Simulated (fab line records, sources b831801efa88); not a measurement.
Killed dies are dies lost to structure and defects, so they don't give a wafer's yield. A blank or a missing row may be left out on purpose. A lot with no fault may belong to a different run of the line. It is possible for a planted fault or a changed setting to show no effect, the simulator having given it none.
A struck lot beside a sound one :: flow sky130 :: 17 out of 708 route steps
Sound: the wafers L693.4, L693.5, L693.6. Struck: wafer L708.3. (L708.1, L708.5 of the same lot were not struck and are left out.) The cause comes at the end.
Each step with rows lists, per side, the tool, then ch with its chambers, then its first start. Under that, the readings that differ: sound wafers :: struck wafers :: difference of the means :: sigmas: that difference in standard deviations of wafers without a fault.
alike: same words and numbers on both sides, and readings whose means sit less than 2 such deviations apart. not compared: any withheld reading, any reading some wafer has no value for, any bound like >300 that may hide the same value, and any number with overlapping values for which the record gives no deviation.
The two part at a step that has a row with sigmas, a row that says differs or no value, or rows on one side only. Numbers that have no deviation but don't overlap get no sigmas and don't part them. A reading missing from all wafers of one side parts the sides only when that side holds two or more wafers.

SKY_LDD_P_OVL_MEAS_08:
  sound on overlay-01 at day 19 11:49; struck on overlay-01 at day 24 23:32
  alike: LDD_P_OVL
next, for these wafers, 1 step has no rows: SKY_LDD_P_IMPLANT_09.
SKY_LDD_P_STRIP_10: strips in O2/N2.
  sound on plasma-asher-03 ch 0,1, day 19 12:01; struck on plasma-asher-03 ch 0, day 24 23:43
  alike: drypump-motor-current-A, oes-product-au, strip-time-to-endpoint-s
  not compared: rf-hours-counter-h
SKY_LDD_P_TW_MEAS_11:
  sound on film-metro-01 at day 19 12:07; struck on film-metro-01 at day 24 23:49
  alike: LDD_P_TW
then, 7 steps without rows for these wafers: SKY_LDD_HVN_DEHYDRATE_00 (time 60 s); SKY_LDD_HVN_HMDS_01 (prime time 60 s); SKY_LDD_HVN_COAT_02 (resist thk 300 nm); SKY_LDD_HVN_SOFTBAKE_03 (time 60 s); SKY_LDD_HVN_EXPOSE_04 (exposes mask HVNTM, target cd 700 nm); SKY_LDD_HVN_PEB_05; SKY_LDD_HVN_DEVELOP_06 (develop time 60 s).
SKY_LDD_HVN_OVL_MEAS_07:
  sound on overlay-02 at day 20 18:51; struck on overlay-02 at day 26 05:29
reading: LDD_HVN_OVL (nm)
sound: 1.9 2.2 0.5
struck: 5.6
difference: +4.1
sigmas: +2
SKY_LDD_HVN_IMPLANT_08:
  sound on implanter-04 ch 0, day 20 18:56; struck on implanter-03 ch 0, day 26 05:31
  alike: dose-ions-cm2
SKY_LDD_HVN_STRIP_09: strips in O2/N2.
  sound on plasma-asher-01 ch 0,1, day 20 19:03; struck on plasma-asher-03 ch 0, day 26 05:40
  alike: drypump-motor-current-A, oes-product-au, strip-time-to-endpoint-s
  not compared: rf-hours-counter-h
SKY_LDD_HVN_TW_MEAS_10:
  sound on film-metro-01 at day 20 19:09; struck on film-metro-01 at day 26 05:46
reading: LDD_HVN_TW
sound: 1406 1404 1407
struck: 1361
difference: -45
sigmas: -6
then, 1 step without rows for these wafers: SKY_LDD_HVP_DEHYDRATE_00 (time 60 s).
-- record jumps: 23 days separate the struck wafers' starts on either side; left off in module LDD_HVP, taken up again in module PAD_OPEN, whose first shown step is the route's number 708 --
SKY_PAD_OPEN_PROBE_99:
  sound on prober-02 at day 46 03:12; struck on prober-02 at day 49 17:14
reading: killed-at-front-end
sound: 14 20 15
struck: 32
difference: +16
sigmas: +4

reading: model.etest.tip_n_5v.rs-ohm-sq
sound: 1362 1376 1365
struck: 1662
difference: +294
sigmas: 

reading: model.etest.tip_n_5v.rs-ohm-sq-range
sound: 38.84 42.44 20.98
struck: 204.8
difference: +170.7
sigmas: 

reading: model.etest.tip_n_5v.rs-ohm-sq-rim-less-centre
sound: 11.77 14.28 7.039
struck: -85.14
difference: -96.17
sigmas: 

reading: model.etest.nfet-g5v0d10v5.r-on-ohm-um
sound: 1853 1858 1879
struck: 1949
difference: +86
sigmas: 

reading: model.etest.nfet-g5v0d10v5.vt-v-range
sound: 0.01175 0.01727 0.01436
struck: 0.0214
difference: +0.0069
sigmas: 
  alike: killed_at_M0_to_M3, killed_at_M4_up, killed-at-contacts, killed-at-other, killed-dies, killed-open, killed-short
  not compared: model.etest.nfet-g5v0d10v5.vt-sat-v

== WHERE THEY PART ==
Earliest at SKY_LDD_HVN_OVL_MEAS_07; latest, in this record, at SKY_PAD_OPEN_PROBE_99.

WHY: what the simulator had put in
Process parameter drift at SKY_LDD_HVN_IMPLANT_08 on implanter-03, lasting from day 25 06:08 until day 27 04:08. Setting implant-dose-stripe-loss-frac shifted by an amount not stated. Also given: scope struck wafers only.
